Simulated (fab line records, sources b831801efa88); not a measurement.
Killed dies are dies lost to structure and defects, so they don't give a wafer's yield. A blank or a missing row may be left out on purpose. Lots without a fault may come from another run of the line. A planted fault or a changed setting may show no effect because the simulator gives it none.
A struck lot beside a sound one | flow sky130 | 16 steps out of a route of 708
Sound: wafers L916.1, L916.3, L916.5. Struck: wafers L910.1, L910.2, L910.5. The cause comes at the end.
At each step with rows: each side's tool, then ch and its chambers, then its first start. Under that, the readings that differ: sound wafers | struck wafers | difference of the means | sigmas: that difference in standard deviations of wafers without a fault.
alike: readings whose means differ by less than 2 such deviations, and words and numbers that are the same on both sides. not compared: withheld readings, readings that some wafer has no value for, bounds like >300 that may hide the same value, and numbers for which the record gives no deviation and whose values overlap.
The two part at a step that has a row with sigmas, a row that says differs or no value, or rows on one side only. Numbers that don't overlap but have no deviation are shown without sigmas and don't part them. A reading that every wafer of one side lacks parts them only if that side has two wafers or more.

first, 1 step without rows for these wafers: SKY_VIA4_HDPCVD_00 (deposits SiO2, target thk 1750 nm, time 291.7 s).
SKY_VIA4_THK_MEAS_01:
  sound on film_metro-01, day 46 05:04; struck on film_metro-01, day 45 12:31
  alike: VIA4_HDPCVD_THK
SKY_VIA4_CMP_02: polishes SiO2.
  sound on cmp-02 ch 1,2,3, day 46 05:11; struck on cmp-02 ch 1,2, day 45 12:34
  alike: motor_current_A, platen_rpm
SKY_VIA4_BOW_MEAS_03:
  sound on film_metro-02, day 46 05:26; struck on film_metro-01, day 45 12:52
  alike: VIA4_BOW
then, 7 steps without rows for these wafers: SKY_VIA4_DEHYDRATE_04 (time 60 s); SKY_VIA4_HMDS_05 (prime time 60 s); SKY_VIA4_COAT_06 (resist thk 1140 nm); SKY_VIA4_SOFTBAKE_07 (time 60 s); SKY_VIA4_EXPOSE_08 (exposes mask VIM4, target cd 800 nm); SKY_VIA4_PEB_09; SKY_VIA4_DEVELOP_10 (develop time 60 s).
SKY_VIA4_OVL_MEAS_11:
  sound on overlay-01, day 47 01:14; struck on overlay-02, day 46 09:22
  alike: VIA4_OVL
SKY_VIA4_ETCH_12: etches SiO2 in C4F8/O2/Ar, stops on TiN, target depth 580 nm.
  sound on rie_diel-03 ch 0,1,2, day 47 01:17; struck on rie_diel-04 ch 0,3, day 46 09:23
  no value came back on the struck wafers for bias_w (W), chamber_pressure_mTorr (mTorr), oes_product_au (a.u.); on the sound wafers bias_w (W) reads 1204 1200 1205
  reading                                   | sound          | struck         | difference | sigmas
  model.NOVOLAK_of_VIA4_COAT_06.thk_nm (nm) | 1004 1006 1004 | 1134 1137 1140 | +132       |
SKY_VIA4_STRIP_13: strips in O2/N2.
  sound on plasma_asher-02 ch 0,1, day 47 01:21; struck on plasma_asher-01 ch 0,1, day 46 09:28
  reading                      | sound             | struck            | difference | sigmas
  strip_time_to_endpoint_s (s) | 12.81 12.82 12.79 | 14.10 14.15 14.18 | +1.34      | +37
  alike: drypump_motor_current_A, oes_product_au
  not compared: rf_hours_counter_h
then, 1 step without rows for these wafers: SKY_VIA4_STRIP_14 (strips in post etch residue remover, time 1200 s).
-- the record jumps here: 3 days lie between the struck wafers' starts before and after (it left off in module VIA4 and takes up again in module PAD_OPEN, whose first step shown is number 708 of the route) --
SKY_PAD_OPEN_PROBE_99:
  sound on prober-01, day 49 16:24; struck on prober-02, day 49 02:07
  reading                  | sound          | struck         | difference | sigmas
  defect_limited_yield (%) | 82.9 81.1 81.7 | 0 0 0          | -82        | -41
  killed_at_M4_up          | 2 5 1          | 411 399 398    | +400       | +99 or more
  killed_dies              | 84 93 90       | 492 492 492    | +403       | +41
  killed_on_rim            | 14 12 17       | 96 96 96       | +82        | +21
  sort_bin_5_function (%)  | 9.8 10.0 11.0  | 92.1 91.3 90.7 | +81.1      | +54
  sort_n_pass              | 408 399 402    | 0 0 0          | -403       | -41
  sort_yield_pct (%)       | 82.9 81.1 81.7 | 0 0 0          | -82        | -41
  alike: killed_at_M0_to_M3, killed_at_contacts, killed_at_front_end, killed_at_other, killed_open, killed_short, sort_bin_3_pad_short, sort_bin_6_memory

WHERE THEY PART
First at SKY_VIA4_ETCH_12; last, within this record, at SKY_PAD_OPEN_PROBE_99.

WHY: what the simulator had put in
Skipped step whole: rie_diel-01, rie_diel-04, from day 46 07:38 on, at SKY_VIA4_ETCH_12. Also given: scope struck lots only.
